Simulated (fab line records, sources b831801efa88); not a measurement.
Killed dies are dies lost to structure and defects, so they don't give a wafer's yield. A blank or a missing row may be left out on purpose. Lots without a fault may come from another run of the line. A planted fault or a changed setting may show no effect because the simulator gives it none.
Problem report in the 8D (eight disciplines) form, filled by code | flow sky130 | the parts of the form that need people (team, actions taken, sign-off) are left out

1. THE PROBLEM
spin_speed_rpm at SKY_METAL2_COAT_10 reads a mean of 3105.4 rpm on 6 wafers of 2 lots; wafers without a fault read 2999.7 rpm with a standard deviation of 1.6. That is +66 standard deviations from the usual mean.
The step: resist thk 450 nm.
First seen on wafer L891.3, day 39 00:00, on litho_track-02. The record holds 18 wafers of 6 lots with a number at this step. Rule for "out", or "out of limits": more than 4 standard deviations from the usual mean. The other wafers with a number count as sound.

2. WHAT IT IS AND WHAT IT IS NOT
question                    | is                     | is not
which readings at this step | spin_speed_rpm         | -
which lots                  | L891, L893             | L878, L885, L898, L901
which wafers of those lots  | all that have a number | -
read on which tools         | litho_track-02         | litho_track-03
when                        | from day 39 00:00      | up to then (6 sound wafers); but 6 sound wafers of L898, L901 came after

3. SUSPECTS, AND WHAT RULES EACH OUT
Counting: a tool at a process step up to the reading stays a suspect if it ran every lot that is out and no sound lot after the first of them.
- cmp-01 at SKY_VIA1_CMP_24 (polishes, stops on SiO2, t overpolish 15 s, target thk 0 nm): ruled out as a lasting fault. Sound lots L901 ran on it after its first lot that is out, L891 (day 38 11:17).
- litho_track-02 at SKY_METAL2_COAT_10 (resist thk 450 nm): kept. It ran every lot that is out, first L891 (day 39 00:00), and no sound lot after that; its last sound lot up to then is L885 (day 37 03:00). Its own readings are out on those wafers: spin_speed_rpm.
Left after counting: litho_track-02 at SKY_METAL2_COAT_10.

4. THE CAUSE (what the simulator had put in)
Process parameter drift: litho_track-02, from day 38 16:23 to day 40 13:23, at SKY_METAL2_COAT_10. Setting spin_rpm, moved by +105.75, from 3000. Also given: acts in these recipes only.
Counting left only this tool.

5. THE CHAIN OF EFFECTS, in route order
Each row: a reading whose mean over the struck wafers that have a number lies more than 3 standard deviations from the usual. Only readings for which the record gives a usual standard deviation are gone through. hours: the time from each lot's start at the first step in this table that gives one to its start at this step, as a median over the lots. sigmas: the change in usual standard deviations.
hours | step               | reading        | usual      | on struck wafers | change | sigmas
0     | SKY_METAL2_COAT_10 | spin_speed_rpm | 2999.7 rpm | 3105.4           | +105.7 | +66
The process steps in it:
- SKY_METAL2_COAT_10: resist thk 450 nm.
Later measuring or inspecting steps at which every struck wafer that the step has a row for has a number for every such reading, and none has moved that far: SKY_METAL2_CD_MEAS_15, SKY_METAL2_OVL_MEAS_16.

6. WHAT WOULD HAVE CAUGHT IT SOONER
In this record the first reading out of limits was taken at day 39 00:00, 8 hours after the fault began at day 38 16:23.
